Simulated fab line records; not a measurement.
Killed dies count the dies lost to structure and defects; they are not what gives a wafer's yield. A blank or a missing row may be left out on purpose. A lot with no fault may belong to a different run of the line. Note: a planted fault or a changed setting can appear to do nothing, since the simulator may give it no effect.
Matching of chambers | flow sfqLine | SFQ_TRILAYER_I1_CMP_CMP_046 on cmp-01: 4 sister chambers
The step polishes SiO2. 8 wafers are shown with their chamber, then 7 later ones without.

WAFERS PAIRED WITH THEIR CHAMBERS
wafer  | chamber | motorCurrentA (A) | timeToEndpointS (s)
L076.2 | 0       | 9.3               | 221
L076.5 | 2       | 10.8              | 232
L079.6 | 0       | 9.5               | 219
L080.4 | 2       | 10.2              | 219
L083.2 | 3       | 9.2               | 208
L083.5 | 1       | 9.5               | 217
L086.1 | 3       | 8.8               | 196
L086.3 | 1       | 9.3               | 204

WAFERS WITH NO CHAMBER GIVEN
wafer  | motorCurrentA (A) | timeToEndpointS (s)
L086.4 | 9.6               | 222
L094.1 | 9.6               | 211
L094.4 | 9.9               | 223
L094.6 | 9.6               | 211
L095.2 | 9.9               | 209
L095.3 | 9.6               | 207
L095.6 | 9.5               | 229

EACH ONE'S CHAMBER
wafer  | from the rows above               | in truth
L086.4 | can't be placed: 0 or 1           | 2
L094.1 | can't be placed: 1 or 0 or 3      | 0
L094.4 | can't be placed: 0 or 2 or 1      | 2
L094.6 | can't be placed: 1 or 0 or 3      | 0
L095.2 | can't be placed: 1 or 0 or 2 or 3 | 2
L095.3 | can't be placed: 1 or 0 or 3      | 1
L095.6 | can't be placed: 0 or 1           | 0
Placed correctly: 0 of 7. Unplaceable from these rows: 7, with the true chamber sitting among the candidates in 6. Wrongly placed: 0.
How it was worked out, from the rows above alone: a wafer's distance from a chamber is the root of the sum, over the readings, of the square of ((its reading less the chamber's mean) divided by the reading's scatter). If the next closest chamber is less than 2 further off than the closest, the wafer can't be placed; otherwise it belongs to the closest. A chamber's mean is the mean of its shown wafers. The scatter is the square root of a quotient: the sum, over the shown wafers, of each reading's squared deviation from its chamber's mean, divided by wafers minus chambers.
